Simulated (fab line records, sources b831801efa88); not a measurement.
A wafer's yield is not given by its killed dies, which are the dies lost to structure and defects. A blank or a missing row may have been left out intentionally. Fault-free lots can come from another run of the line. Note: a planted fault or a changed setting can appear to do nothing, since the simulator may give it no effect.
fab line records | flow sky130
record: lots: 11 wafers: 33 last_day: 50
route steps=708 shown POLY_CUT@316 RES_XHIGH@340 SD_N@351 LI_CONTACT@365 PAD_OPEN@708
lots that met no fault: taken from a fault-free run of the same line
start_h: the number of hours between the record's first day and the start of the first shown wafer of the lot | wait_h: how many hours have passed since the lot's step before this one | " as in the row above | L1.1+2: several wafers, shown together as one row | - no value, or no start given | * or withheld: withheld | < > ~ a bound
route shown NAME@n: NAME is a module with steps in the file, n the number in the route of the first one | usual: mean and standard deviation over wafers with no fault | same: alike in all rows | chamber/n: place in a boat | sites: each site's reading | _std_site: standard deviation of those values | _edge_site: outer sites' mean less inner sites' | radius_mm: for every site, how far away it sits from the centre of the wafer | mask NAME#n: copy n | behind: tool/chamber where the wafer was last shaped | hold: why the lot was held/for how many hours/how that ended | device: the transistor (n, p or np) that didn't switch | end of line: the route-end tests of the same wafers | for a step that has no rows: nothing shown but its recipe | killed: the dies lost at the first sort to structure and to defects; this is not the yield of the wafer | map: dies across one wafer; x = killed, . = not, _ = none there
set.NAME: the run value of the setting; set.NAME@STEP: its run value at that earlier step | model.NAME: the simulator's own value behind a step, which no gauge read
one table for each step of the route and one row for each wafer, over a sample of lots
services: a tool's chamber out of use, with start hour (start_h, from the record's first day; less than 0 if before it), hours out, and reason
== steps ==
step: SKY_POLY_CUT_OVL_MEAS_09
usual: POLY_CUT_OVL: 5/5.3
columns lot.wafer tool chamber start_h wait_h POLY_CUT_OVL[nm]
L917.1 overlay-02 - 586.22 0.1 11
L917.2 " - " " 11
L917.4 " - " " 12
L919.1 overlay-02 - 600.89 0.1 -2
L919.2 " - " " 5
L919.4 " - " " 1
L921.1 overlay-02 - 614.04 0.1 3
L921.3 " - " " 7
L921.4 " - " " 0
L922.2 overlay-01 - 627.59 0.1 4
L922.5 " - " " 2
L922.6 " - " " 7
L924.1 overlay-01 - 642.29 0.1 -2
L924.4 " - " " -1
L924.5 " - " " -2
L925.1 overlay-01 - 650.94 0.1 3
L925.4 " - " " 0
L925.6 " - " " 3
L928.2 overlay-02 - 675.24 0.1 12
L928.4 " - " " 15
L928.5 " - " " 10
L929.1 overlay-02 - 682.34 0.1 5
L929.3 " - " " 12
L929.4 " - " " 12
L936.1 overlay-02 - 731.34 0.1 -2
L936.2 " - " " -6
L936.3 " - " " -1
L937.3 overlay-02 - 737.15 0.1 9
L937.4 " - " " 11
L937.5 " - " " 6
L938.3 overlay-01 - 746.65 0.1 9
L938.4 " - " " 11
L938.5 " - " " 8
step: SKY_RES_XHIGH_STRIP_08
recipe: chemistry: O2/N2 power_w: 1400 pressure_mtorr: 1500 platen_temp_c: withheld o2_flow_sccm: 3000 n2_flow_sccm: 300 overash_fraction: 0.5
usual: drypump_motor_current_A: 5.5/0.48 oes_product_au: 0.711/0.0045 strip_time_to_endpoint_s: 14.27/0.04
same: overash_fraction: 0.5
columns lot.wafer tool chamber start_h wait_h drypump_motor_current_A oes_product_au rf_hours_counter_h strip_time_to_endpoint_s
L917.1 plasma_asher-03 1 646.20 0.1 5.2 0.711 22 14.21
L917.2 " 0 " " 5.6 0.710 22 14.24
L917.4 " 1 " " 5.1 0.706 - 14.30
L919.1 plasma_asher-01 1 660.05 0.1 6.5 0.710 52 14.26
L919.2 " 0 " " 5.3 0.709 52 14.30
L919.4 " 0 " " 5.3 0.710 - 14.33
L921.1 plasma_asher-03 0 672.77 0.1 5.6 0.708 24 14.30
L921.3 " 0 " " 5.6 0.707 - 14.29
L921.4 " 1 " " 5.2 0.711 - 14.31
L922.2 plasma_asher-04 1 685.07 0.1 5.6 0.707 83 14.26
L922.5 " 0 " " 5.0 0.709 - 14.21
L922.6 " 1 " " 5.6 0.714 - 14.28
L924.1 plasma_asher-01 1 698.57 0.1 6.5 0.711 56 14.27
L924.4 " 1 " " 6.5 0.710 - 14.26
L924.5 " 0 " " 5.3 0.714 - 14.28
L925.1 plasma_asher-03 1 707.67 0.1 5.2 0.709 28 14.23
L925.4 " 1 " " 5.1 0.711 - 14.25
L925.6 " 0 " " 5.6 0.708 - 14.25
L928.2 plasma_asher-01 1 731.37 0.1 6.5 0.714 59 14.30
L928.4 " 0 " " 5.3 0.695 - 14.30
L928.5 " 1 " " 6.5 0.711 - 14.27
L929.1 plasma_asher-03 1 738.07 0.1 5.1 0.706 31 14.23
L929.3 " 1 " " 5.1 0.714 - 14.24
L929.4 " 0 " " 5.6 0.709 - 14.25
L936.1 plasma_asher-03 1 784.27 0.1 5.2 0.717 35 14.36
L936.2 " 0 " " 5.6 0.706 35 14.36
L936.3 " 1 " " 5.2 0.715 - 14.31
L937.3 plasma_asher-04 0 791.00 0.1 5.0 0.708 - 14.15
L937.4 " 1 " " 5.6 0.715 - 14.19
L937.5 " 0 " " 5.0 0.712 - 14.22
L938.3 plasma_asher-04 0 800.14 0.1 5.0 0.711 - 14.26
L938.4 " 1 " " 5.6 0.702 - 14.27
L938.5 " 1 " " 5.7 0.706 - 14.22
step: SKY_SD_N_IMPLANT_09
recipe: species: As energy_kev: 50 dose_cm2: 4e+15 tilt_deg: 0
usual: dose_ions_cm2: 3.999e+15/4.1e+12
columns lot.wafer tool chamber start_h wait_h dose_ions_cm2
L917.1 implanter-02 0 674.81 0.0 3.997e+15
L917.2 " 0 " " 3.995e+15
L917.4 " 0 " " 3.994e+15
L919.1 implanter-01 0 687.37 0.0 3.998e+15
L919.2 " 0 " " 4.002e+15
L919.4 " 0 " " 4.003e+15
L921.1 implanter-03 0 700.82 0.0 3.997e+15
L921.3 " 0 " " 4.003e+15
L921.4 " 0 " " 4.001e+15
L922.2 implanter-03 0 713.10 0.0 3.997e+15
L922.5 " 0 " " 3.99e+15
L922.6 " 0 " " 4.001e+15
L924.1 implanter-02 0 726.36 0.0 4.002e+15
L924.4 " 0 " " 3.998e+15
L924.5 " 0 " " 4.003e+15
L925.1 implanter-03 0 735.31 0.0 4e+15
L925.4 " 0 " " 3.995e+15
L925.6 " 0 " " 3.993e+15
L928.2 implanter-01 0 758.19 0.0 4.001e+15
L928.4 " 0 " " 4e+15
L928.5 " 0 " " 3.991e+15
L928.2 implanter-01 0 758.50 0.3 3.995e+15
L928.4 " 0 " " 3.993e+15
L928.5 " 0 " " 3.994e+15
L929.1 implanter-01 0 765.66 0.0 4.002e+15
L929.3 " 0 " " 3.995e+15
L929.4 " 0 " " 4.002e+15
L936.1 implanter-02 0 811.10 0.0 3.996e+15
L936.2 " 0 " " 3.998e+15
L936.3 " 0 " " 3.998e+15
L936.1 implanter-02 0 811.41 0.3 4e+15
L936.2 " 0 " " 4.001e+15
L936.3 " 0 " " 3.996e+15
L937.3 implanter-01 0 817.12 0.1 3.999e+15
L937.4 " 0 " " 3.998e+15
L937.5 " 0 " " 3.995e+15
L938.3 implanter-01 0 825.66 0.1 3.996e+15
L938.4 " 0 " " 4.004e+15
L938.5 " 0 " " 4.008e+15
step: SKY_SD_N_STRIP_11
recipe: chemistry: O2/N2 power_w: 1400 pressure_mtorr: 1500 platen_temp_c: withheld o2_flow_sccm: 3000 n2_flow_sccm: 300 overash_fraction: 0.5
usual: drypump_motor_current_A: 5.4/0.33 oes_product_au: 0.528/0.0048 strip_time_to_endpoint_s: 22.55/0.051
same: overash_fraction: 0.5
columns lot.wafer tool chamber start_h wait_h drypump_motor_current_A oes_product_au rf_hours_counter_h strip_time_to_endpoint_s
L917.1 plasma_asher-03 1 675.11 0.1 5.2 0.534 24 22.52
L917.2 " 0 " " 5.6 0.525 24 22.56
L917.4 " 0 " " 5.6 0.525 - 22.53
L919.1 plasma_asher-02 0 687.67 0.1 5.4 0.534 102 22.51
L919.2 " 1 " " 6.1 0.523 102 22.53
L919.4 " 0 " " 5.4 0.517 - 22.53
L921.1 plasma_asher-02 0 701.12 0.1 5.4 0.533 103 22.53
L921.3 " 1 " " 6.1 0.524 - 22.50
L921.4 " 0 " " 5.4 0.530 - 22.50
L922.2 plasma_asher-04 1 713.37 0.1 5.7 0.523 85 22.48
L922.5 " 0 " " 5.0 0.527 - 22.46
L922.6 " 1 " " 5.7 0.535 - 22.50
L924.1 plasma_asher-03 0 726.66 0.1 5.6 0.532 29 22.58
L924.4 " 1 " " 5.2 0.526 - 22.55
L924.5 " 1 " " 5.1 0.533 - 22.52
L925.1 plasma_asher-04 1 735.61 0.1 5.6 0.533 88 22.61
L925.4 " 0 " " 5.0 0.530 - 22.59
L925.6 " 1 " " 5.7 0.531 - 22.61
L928.2 plasma_asher-04 0 758.78 0.1 5.0 0.505 90 23.72
L928.4 " 1 " " 5.6 0.507 - 23.73
L928.5 " 1 " " 5.6 0.508 - 23.78
L929.1 plasma_asher-04 1 765.96 0.1 5.7 0.527 91 22.60
L929.3 " 0 " " 5.1 0.527 - 22.61
L929.4 " 1 " " 5.7 0.532 - 22.57
L936.1 plasma_asher-02 1 811.71 0.1 6.0 0.517 7 23.83
L936.2 " 0 " " 5.4 0.506 7 23.79
L936.3 " 0 " " 5.4 0.512 - 23.78
L937.3 plasma_asher-03 0 817.40 0.1 5.6 0.526 - 22.51
L937.4 " 1 " " 5.1 0.533 - 22.53
L937.5 " 0 " " 5.5 0.530 - 22.51
L938.3 plasma_asher-03 1 825.94 0.1 5.2 0.527 - 22.52
L938.4 " 0 " " 5.6 0.522 - 22.52
L938.5 " 0 " " 5.6 0.535 - 22.53
step: SKY_SD_N_TW_MEAS_12
usual: SD_N_TW: 4017/23
columns lot.wafer tool chamber start_h wait_h SD_N_TW
L917.1 film_metro-01 - 675.21 0.1 4029
L917.2 " - " " 4044
L917.4 " - " " 4048
L919.1 film_metro-04 - 687.77 0.1 3988
L919.2 " - " " 4033
L919.4 " - " " 4028
L921.1 film_metro-01 - 701.22 0.1 4001
L921.3 " - " " 4027
L921.4 " - " " 4016
L922.2 film_metro-04 - 713.48 0.1 4018
L922.5 " - " " 4018
L922.6 " - " " 4005
L924.1 film_metro-02 - 726.76 0.1 3991
L924.4 " - " " 4032
L924.5 " - " " 4008
L925.1 film_metro-01 - 735.71 0.1 4001
L925.4 " - " " 4009
L925.6 " - " " 4031
L928.2 film_metro-01 - 758.89 0.1 4116
L928.4 " - " " 4123
L928.5 " - " " 4130
L929.1 film_metro-04 - 766.06 0.1 4034
L929.3 " - " " 4027
L929.4 " - " " 4000
L936.1 film_metro-02 - 811.81 0.1 4102
L936.2 " - " " 4093
L936.3 " - " " 4087
L937.3 film_metro-01 - 817.49 0.1 4018
L937.4 " - " " 4010
L937.5 " - " " 4005
L938.3 film_metro-04 - 826.03 0.1 4036
L938.4 " - " " 4015
L938.5 " - " " 4021
step: SKY_SD_N_RS_MEAS_16
recipe: thk_meas_gauge: four-point-probe
usual: SD_N_RS: 68.43/0.11
columns lot.wafer tool chamber start_h wait_h SD_N_RS[ohm/sq]
L917.1 film_metro-02 - 675.49 0.1 68.29
L917.2 " - " " 68.30
L917.4 " - " " 68.49
L919.1 film_metro-02 - 688.06 0.1 68.45
L919.2 " - " " 68.39
L919.4 " - " " 68.35
L921.1 film_metro-04 - 701.51 0.1 68.39
L921.3 " - " " 68.51
L921.4 " - " " 68.52
L922.2 film_metro-01 - 713.79 0.1 68.52
L922.5 " - " " 68.53
L922.6 " - " " 68.58
L924.1 film_metro-04 - 727.05 0.1 68.37
L924.4 " - " " 68.32
L924.5 " - " " 68.50
L925.1 film_metro-04 - 735.99 0.1 68.58
L925.4 " - " " 68.41
L925.6 " - " " 68.46
L928.2 film_metro-04 - 759.18 0.1 63.59
L928.4 " - " " 63.62
L928.5 " - " " 63.57
L929.1 film_metro-01 - 766.34 0.1 68.48
L929.3 " - " " 68.55
L929.4 " - " " 68.54
L936.1 film_metro-04 - 812.10 0.1 63.53
L936.2 " - " " 63.72
L936.3 " - " " 63.57
L937.3 film_metro-04 - 817.79 0.1 68.35
L937.4 " - " " 68.36
L937.5 " - " " 68.23
L938.3 film_metro-02 - 826.33 0.1 68.58
L938.4 " - " " 68.39
L938.5 " - " " 68.44
step: SKY_LI_CONTACT_BOW_MEAS_03
recipe: mode: bow
usual: LI_CONTACT_BOW: 55/6.3
columns lot.wafer tool chamber start_h wait_h LI_CONTACT_BOW[um]
L917.1 film_metro-01 - 676.33 0.1 46
L917.2 " - " " 62
L917.4 " - " " 65
L919.1 film_metro-04 - 688.90 0.2 53
L919.2 " - " " 59
L919.4 " - " " 48
L921.1 film_metro-04 - 702.35 0.1 63
L921.3 " - " " 65
L921.4 " - " " 47
L922.2 film_metro-04 - 714.62 0.1 60
L922.5 " - " " 52
L922.6 " - " " 44
L924.1 film_metro-01 - 727.89 0.1 53
L924.4 " - " " 56
L924.5 " - " " 48
L925.1 film_metro-01 - 736.83 0.2 54
L925.4 " - " " 67
L925.6 " - " " 61
L928.2 film_metro-01 - 760.17 0.3 53
L928.4 " - " " 60
L928.5 " - " " 55
L929.1 film_metro-01 - 767.18 0.1 52
L929.3 " - " " 49
L929.4 " - " " 50
L936.1 film_metro-01 - 812.94 0.2 69
L936.2 " - " " 63
L936.3 " - " " 52
L937.3 film_metro-01 - 818.63 0.2 58
L937.4 " - " " 51
L937.5 " - " " 64
L938.3 film_metro-01 - 827.17 0.1 63
L938.4 " - " " 52
L938.5 " - " " 53
step: SKY_PAD_OPEN_PROBE_99
usual: killed_at_M0_to_M3: 42/7.2 killed_at_M4_up: 3.5/1.8 killed_at_contacts: 25/5.7 killed_at_front_end: 16/4.6 killed_at_other: 0.2/0.41 killed_dies: 86/9.3 killed_open: 47/6.3 killed_short: 39/5.9
same: gross_dies: 492 killed_at_back_side: 0
columns lot.wafer tool chamber start_h wait_h killed_at_M0_to_M3 killed_at_M4_up killed_at_contacts killed_at_front_end killed_at_other killed_dies killed_open killed_short
L917.1 prober-02 - 1097.32 0.1 42 3 32 18 0 95 51 44
L917.2 prober-02 - 1097.37 0.1 43 6 42 13 0 104 57 47
L917.4 prober-02 - 1097.47 0.2 41 3 27 16 0 87 49 38
L919.1 prober-01 - 1106.15 0.1 42 3 25 13 0 83 40 43
L919.2 prober-01 - 1106.20 0.1 47 6 21 21 0 95 45 50
L919.4 prober-01 - 1106.30 0.2 30 2 20 19 2 73 45 28
L921.1 prober-01 - 1115.93 0.1 45 1 19 16 0 81 40 41
L921.3 prober-01 - 1116.03 0.2 33 3 24 24 0 84 45 39
L921.4 prober-01 - 1116.08 0.2 41 0 31 18 0 90 47 43
L922.2 prober-02 - 1125.67 0.1 49 3 23 18 0 93 52 41
L922.5 prober-02 - 1125.82 0.2 44 2 29 10 0 85 49 36
L922.6 prober-02 - 1125.87 0.2 32 4 39 17 1 93 54 39
L924.1 prober-02 - 1133.57 0.1 38 4 25 14 0 81 39 42
L924.4 prober-02 - 1133.72 0.2 45 2 19 14 0 80 43 37
L924.5 prober-02 - 1133.77 0.2 55 2 25 14 0 96 51 45
L925.1 prober-01 - 1143.86 0.1 39 5 21 14 0 79 41 38
L925.4 prober-01 - 1144.01 0.2 44 5 25 12 0 86 47 39
L925.6 prober-01 - 1144.11 0.2 35 5 30 12 0 82 49 33
L928.2 prober-02 - 1155.85 0.1 33 4 23 21 0 81 39 42
L928.4 prober-02 - 1155.95 0.2 61 4 21 12 0 98 55 43
L928.5 prober-02 - 1156.00 0.2 43 4 25 12 0 84 46 38
L929.1 prober-01 - 1163.98 0.1 42 4 26 4 0 76 40 36
L929.3 prober-01 - 1164.08 0.2 55 5 22 12 1 95 49 46
L929.4 prober-01 - 1164.13 0.2 39 3 29 14 0 85 40 45
L936.1 prober-02 - 1191.69 0.1 44 8 22 17 0 91 55 36
L936.2 prober-02 - 1191.74 0.1 42 6 20 20 0 88 51 37
L936.3 prober-02 - 1191.79 0.2 49 0 18 17 0 84 46 38
L937.3 prober-01 - 1193.69 0.2 38 4 20 23 0 85 47 38
L937.4 prober-01 - 1193.74 0.2 38 5 26 7 0 76 45 31
L937.5 prober-01 - 1193.79 0.2 47 3 23 18 0 91 47 44
L938.3 prober-02 - 1200.72 0.2 42 3 15 15 0 75 45 30
L938.4 prober-02 - 1200.77 0.2 34 4 26 4 0 68 46 22
L938.5 prober-02 - 1200.82 0.2 40 3 26 10 1 80 48 32
killed by level:class
L917.1 CONTACT:geometric_particle:open=13 VIA1:geometric_particle:open=10 CONTACT:geometric_particle:short=9 METAL2:geometric_particle:short=8 FIELD_ISO:geometric_particle:open=7 LOCAL_INTERCONNECT:geometric_particle:short=6 VIA2:geometric_particle:open=6 VIA1:geometric_particle:short=5
L917.2 CONTACT:geometric_particle:open=24 METAL2:geometric_particle:short=9 VIA3:geometric_particle:open=7 LOCAL_INTERCONNECT:geometric_particle:short=7 METAL4:geometric_particle:short=6 POLY_GATE:geometric_particle:open=5 CONTACT:geometric_particle:short=5 METAL3:geometric_particle:short=5
L917.4 CONTACT:geometric_particle:open=10 VIA1:geometric_particle:open=10 VIA3:geometric_particle:open=7 CONTACT:geometric_particle:short=5 METAL2:geometric_particle:short=5 METAL3:geometric_particle:short=5 POLY_GATE:geometric_particle:open=4 LI_CONTACT:geometric_particle:open=4
L919.1 VIA2:geometric_particle:open=13 LOCAL_INTERCONNECT:geometric_particle:short=7 METAL1:geometric_particle:short=6 VIA2:geometric_particle:short=6 LI_CONTACT:geometric_particle:open=5 CONTACT:geometric_particle:open=5 VIA3:geometric_particle:open=5 LI_CONTACT:geometric_particle:short=4
L919.2 VIA1:geometric_particle:open=11 VIA2:geometric_particle:open=8 CONTACT:geometric_particle:open=7 POLY_GATE:geometric_particle:short=6 FIELD_ISO:geometric_particle:short=5 METAL1:geometric_particle:short=5 LOCAL_INTERCONNECT:geometric_particle:short=5 VIA3:geometric_particle:open=5
L919.4 VIA1:geometric_particle:open=10 CONTACT:geometric_particle:open=10 METAL1:geometric_particle:short=7 VIA3:geometric_particle:open=5 FIELD_ISO:geometric_particle:open=4 POLY_GATE:geometric_particle:open=4 LOCAL_INTERCONNECT:geometric_particle:short=4 CONTACT:geometric_particle:short=3
L921.1 VIA2:geometric_particle:open=8 VIA3:geometric_particle:open=7 FIELD_ISO:geometric_particle:short=6 VIA1:geometric_particle:open=6 CONTACT:geometric_particle:open=6 METAL2:geometric_particle:short=6 FIELD_ISO:geometric_particle:open=5 VIA1:geometric_particle:short=5
L921.3 VIA1:geometric_particle:open=9 CONTACT:geometric_particle:open=8 CONTACT:geometric_particle:short=7 FIELD_ISO:geometric_particle:short=7 FIELD_ISO:geometric_particle:open=6 LI_CONTACT:geometric_particle:open=5 VIA2:geometric_particle:open=5 METAL1:geometric_particle:short=5
L921.4 LI_CONTACT:geometric_particle:open=9 CONTACT:geometric_particle:short=8 CONTACT:geometric_particle:open=7 VIA2:geometric_particle:open=7 VIA1:geometric_particle:open=7 POLY_GATE:geometric_particle:open=6 METAL2:geometric_particle:short=6 VIA3:geometric_particle:open=6
L922.2 VIA2:geometric_particle:open=11 VIA1:geometric_particle:open=9 CONTACT:geometric_particle:open=8 METAL1:geometric_particle:short=7 LI_CONTACT:geometric_particle:open=6 FIELD_ISO:geometric_particle:open=5 VIA1:geometric_particle:short=5 LOCAL_INTERCONNECT:geometric_particle:short=4
L922.5 VIA1:geometric_particle:open=15 CONTACT:geometric_particle:open=12 LI_CONTACT:geometric_particle:open=7 METAL2:geometric_particle:short=6 METAL1:geometric_particle:short=5 VIA1:geometric_particle:short=5 VIA3:geometric_particle:open=4 VIA2:geometric_particle:open=4
L922.6 CONTACT:geometric_particle:open=14 LI_CONTACT:geometric_particle:open=10 VIA2:geometric_particle:open=7 CONTACT:geometric_particle:short=6 LOCAL_INTERCONNECT:geometric_particle:short=6 VIA3:geometric_particle:open=5 FIELD_ISO:geometric_particle:short=4 POLY_GATE:geometric_particle:open=4
L924.1 CONTACT:geometric_particle:open=10 VIA2:geometric_particle:open=7 VIA1:geometric_particle:open=7 VIA3:geometric_particle:open=6 LOCAL_INTERCONNECT:geometric_particle:short=5 CONTACT:geometric_particle:short=5 VIA1:geometric_particle:short=5 METAL4:geometric_particle:short=4
L924.4 VIA1:geometric_particle:open=11 CONTACT:geometric_particle:open=8 VIA3:geometric_particle:open=8 LI_CONTACT:geometric_particle:open=6 VIA1:geometric_particle:short=5 VIA3:geometric_particle:short=5 FIELD_ISO:geometric_particle:short=4 POLY_GATE:geometric_particle:short=3
L924.5 VIA1:geometric_particle:open=15 METAL1:geometric_particle:short=10 CONTACT:geometric_particle:open=9 CONTACT:geometric_particle:short=7 VIA1:geometric_particle:short=6 LI_CONTACT:geometric_particle:open=5 METAL2:geometric_particle:short=5 VIA3:geometric_particle:open=5
L925.1 VIA1:geometric_particle:open=10 VIA1:geometric_particle:short=7 LI_CONTACT:geometric_particle:open=6 VIA3:geometric_particle:open=6 CONTACT:geometric_particle:open=6 FIELD_ISO:geometric_particle:short=4 CONTACT:geometric_particle:short=4 VIA2:geometric_particle:open=4
L925.4 CONTACT:geometric_particle:open=9 VIA1:geometric_particle:open=8 LI_CONTACT:geometric_particle:open=8 VIA2:geometric_particle:open=8 VIA2:geometric_particle:short=5 METAL1:geometric_particle:short=5 FIELD_ISO:geometric_particle:open=4 CONTACT:geometric_particle:short=4
L925.6 CONTACT:geometric_particle:open=14 VIA1:geometric_particle:open=9 LI_CONTACT:geometric_particle:open=7 METAL1:geometric_particle:short=6 CONTACT:geometric_particle:short=5 FIELD_ISO:geometric_particle:short=4 METAL2:geometric_particle:short=4 VIA2:geometric_particle:open=4
L928.2 VIA3:geometric_particle:open=9 LI_CONTACT:geometric_particle:open=7 FIELD_ISO:geometric_particle:short=6 VIA1:geometric_particle:open=6 CONTACT:geometric_particle:short=5 METAL1:geometric_particle:short=5 FIELD_ISO:geometric_particle:open=4 CONTACT:geometric_particle:open=4
L928.4 VIA3:geometric_particle:open=10 VIA1:geometric_particle:open=9 METAL2:geometric_particle:short=9 LI_CONTACT:geometric_particle:open=7 LOCAL_INTERCONNECT:geometric_particle:short=5 CONTACT:geometric_particle:open=5 METAL1:geometric_particle:short=5 VIA1:geometric_particle:short=5
L928.5 METAL2:geometric_particle:short=10 VIA1:geometric_particle:open=8 LI_CONTACT:geometric_particle:open=7 LOCAL_INTERCONNECT:geometric_particle:short=7 CONTACT:geometric_particle:open=7 VIA3:geometric_particle:open=6 VIA2:geometric_particle:open=5 POLY_CUT:geometric_particle:open=3
L929.1 CONTACT:geometric_particle:open=11 VIA1:geometric_particle:open=8 METAL2:geometric_particle:short=7 VIA3:geometric_particle:open=6 CONTACT:geometric_particle:short=5 METAL1:geometric_particle:short=5 VIA2:geometric_particle:short=5 LI_CONTACT:geometric_particle:open=3
L929.3 VIA1:geometric_particle:open=15 METAL2:geometric_particle:short=9 VIA2:geometric_particle:open=7 LI_CONTACT:geometric_particle:open=6 CONTACT:geometric_particle:open=6 VIA1:geometric_particle:short=6 CONTACT:geometric_particle:short=5 METAL1:geometric_particle:short=5
L929.4 LI_CONTACT:geometric_particle:open=9 LOCAL_INTERCONNECT:geometric_particle:short=8 VIA3:geometric_particle:open=7 CONTACT:geometric_particle:open=6 VIA1:geometric_particle:open=6 METAL3:geometric_particle:short=5 VIA2:geometric_particle:short=5 FIELD_ISO:geometric_particle:open=4
L936.1 VIA1:geometric_particle:open=13 LI_CONTACT:geometric_particle:open=9 VIA1:geometric_particle:short=8 VIA3:geometric_particle:open=8 CONTACT:geometric_particle:open=7 FIELD_ISO:geometric_particle:open=4 METAL4:geometric_particle:short=4 FIELD_ISO:geometric_particle:short=3
L936.2 CONTACT:geometric_particle:open=10 VIA2:geometric_particle:open=10 VIA1:geometric_particle:open=8 FIELD_ISO:geometric_particle:short=6 VIA3:geometric_particle:open=5 METAL4:geometric_particle:short=5 LI_CONTACT:geometric_particle:open=4 FIELD_ISO:geometric_particle:open=3
L936.3 VIA1:geometric_particle:open=11 VIA3:geometric_particle:open=7 FIELD_ISO:geometric_particle:short=6 VIA2:geometric_particle:open=6 CONTACT:geometric_particle:open=5 METAL1:geometric_particle:short=5 VIA1:geometric_particle:short=5 SPACER:geometric_particle:open=4
L937.3 VIA1:geometric_particle:open=17 FIELD_ISO:geometric_particle:short=7 LI_CONTACT:geometric_particle:open=7 POLY_GATE:geometric_particle:short=5 FIELD_ISO:geometric_particle:open=4 CONTACT:geometric_particle:short=4 CONTACT:geometric_particle:open=4 VIA2:geometric_particle:open=4
L937.4 CONTACT:geometric_particle:open=10 VIA1:geometric_particle:open=10 VIA3:geometric_particle:open=8 LI_CONTACT:geometric_particle:open=6 LOCAL_INTERCONNECT:geometric_particle:short=5 METAL2:geometric_particle:short=4 VIA2:geometric_particle:short=4 VIA2:geometric_particle:open=4
L937.5 VIA1:geometric_particle:open=11 VIA2:geometric_particle:open=9 CONTACT:geometric_particle:open=7 CONTACT:geometric_particle:short=7 VIA1:geometric_particle:short=6 VIA3:geometric_particle:open=6 FIELD_ISO:geometric_particle:short=5 FIELD_ISO:geometric_particle:open=5
L938.3 VIA2:geometric_particle:open=10 VIA1:geometric_particle:open=9 METAL1:geometric_particle:short=7 VIA3:geometric_particle:open=6 FIELD_ISO:geometric_particle:short=5 FIELD_ISO:geometric_particle:open=4 CONTACT:geometric_particle:open=4 VIA1:geometric_particle:short=4
L938.4 VIA1:geometric_particle:open=12 CONTACT:geometric_particle:open=9 LI_CONTACT:geometric_particle:open=9 VIA2:geometric_particle:open=7 VIA3:geometric_particle:short=4 LOCAL_INTERCONNECT:geometric_particle:short=4 VIA3:geometric_particle:open=4 METAL4:geometric_particle:short=3
L938.5 VIA1:geometric_particle:open=9 CONTACT:geometric_particle:open=9 VIA2:geometric_particle:open=8 METAL1:geometric_particle:short=6 LI_CONTACT:geometric_particle:open=6 CONTACT:geometric_particle:short=6 VIA3:geometric_particle:open=6 LOCAL_INTERCONNECT:geometric_particle:short=3
== services ==
columns tool chamber start_h hours kind
implanter-03 - 657.58 2.4 repair
plasma_asher-03 - 658.06 9.0 repair
plasma_asher-01 - 690.99 0.4 repair
plasma_asher-03 - 713.95 3.5 repair
implanter-02 - 719.10 4.0 repair
implanter-02 - 724.40 1.1 repair
implanter-01 - 728.02 20.8 pm
plasma_asher-02 - 733.75 9.0 pm
plasma_asher-02 0 733.75 9.0 vent_cycle
plasma_asher-02 1 733.75 9.0 vent_cycle
plasma_asher-02 0 742.75 - clean
plasma_asher-02 1 742.75 - clean
implanter-02 - 745.96 3.6 pm
implanter-03 - 754.55 12.6 repair
implanter-01 - 766.93 1.7 repair
plasma_asher-04 - 774.01 2.8 pm
implanter-03 - 781.17 4.1 pm
implanter-01 - 783.25 2.8 repair
plasma_asher-01 - 785.34 11.6 repair
implanter-03 - 806.36 2.0 repair
== key ==
first_sign: step: SKY_SD_N_IMPLANT_09 reading: visit direction: added
effect: step: SKY_SD_N_STRIP_11 reading: strip_time_to_endpoint_s direction: up sigmas: 24 usual: * struck: *
effect: step: SKY_SD_N_TW_MEAS_12 reading: SD_N_TW direction: up sigmas: 4.1 usual: 4017 struck: 4109
effect: step: SKY_SD_N_RS_MEAS_16 reading: SD_N_RS direction: down sigmas: 43 usual: 68.43 struck: 63.60
met_at SKY_SD_N_IMPLANT_09
struck_lots L928,L936
tester_left_out L928,L936
not_acting_at SKY_POLY_CUT_OVL_MEAS_09,SKY_RES_XHIGH_STRIP_08,SKY_LI_CONTACT_BOW_MEAS_03
fault: kind: repeated_step_whole tool: implanter-01,implanter-02,implanter-03 chamber: - onset_h: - steps: SKY_SD_N_IMPLANT_09 times: 1 scope: struck_lots_only
tester_left_out: of these lots the tester's yield and bins aren't shown, on N5 and GAA mostly nor the transistor test; their killed dies are dies lost to structure and defects alone, not to doping, threshold or leakage, so they don't give the yield
